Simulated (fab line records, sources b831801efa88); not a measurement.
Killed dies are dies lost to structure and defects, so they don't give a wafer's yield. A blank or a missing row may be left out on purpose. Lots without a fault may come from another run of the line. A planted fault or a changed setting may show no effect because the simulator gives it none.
Chamber matching | flow sky130 | SKY_CONTACT_CMP_27 on cmp-02: 4 sister chambers
The step polishes, stops on SiO2, t overpolish 15 s, target thk 0 nm. 8 wafers are shown with their chamber, then 11 later ones without.

WAFERS WITH THEIR CHAMBER
wafer  | chamber | motor_current_A (A) | overpolish_run_s (s)
L085.2 | 2       | 13.3                | 15.009
L085.4 | 0       | 12.0                | 15.016
L086.2 | 2       | 13.0                | 15.016
L086.3 | 3       | 11.3                | 14.998
L087.2 | 3       | 11.1                | 15.011
L087.4 | 1       | 11.0                | 15.004
L087.6 | 1       | 12.0                | 14.997
L089.1 | 0       | 12.3                | 14.992

WAFERS WITHOUT THEIR CHAMBER
wafer  | motor_current_A (A) | overpolish_run_s (s)
L089.4 | 11.3                | 15.008
L089.5 | 11.9                | 14.997
L091.1 | 12.8                | 15.002
L091.2 | 11.5                | 14.991
L091.6 | 12.0                | 15.003
L092.1 | 11.0                | 15.010
L092.3 | 11.6                | 15.007
L092.6 | 12.0                | 15.006
L097.2 | 12.8                | 14.992
L097.5 | 13.4                | 14.998
L097.6 | 10.7                | 15.004

WHICH CHAMBER EACH WENT THROUGH
wafer  | from the rows above          | in truth
L089.4 | can't be placed: 3 or 1 or 0 | 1
L089.5 | can't be placed: 0 or 1 or 3 | 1
L091.1 | can't be placed: 2 or 0 or 1 | 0
L091.2 | can't be placed: 1 or 3 or 0 | 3
L091.6 | can't be placed: 0 or 1 or 3 | 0
L092.1 | can't be placed: 3 or 1      | 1
L092.3 | can't be placed: 1 or 3 or 0 | 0
L092.6 | can't be placed: 0 or 1 or 3 | 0
L097.2 | can't be placed: 0 or 2 or 1 | 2
L097.5 | can't be placed: 2 or 0      | 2
L097.6 | can't be placed: 3 or 1      | 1
Placed correctly: 0 of 11. Can't be placed from these rows: 11 (the true chamber is among the candidates in 11). Placed wrongly: 0.
How it was worked out, from the rows above alone: a wafer's distance from a chamber is the root of the sum, over the readings, of the square of ((its reading less the chamber's mean) divided by the reading's scatter). The wafer belongs to the nearest chamber; if the next one is less than 2 further off, it can't be placed. A chamber's mean is the mean of its shown wafers. The scatter: the root of (the sum of the squares of (reading less its chamber's mean) over the shown wafers, divided by (wafers less chambers)).
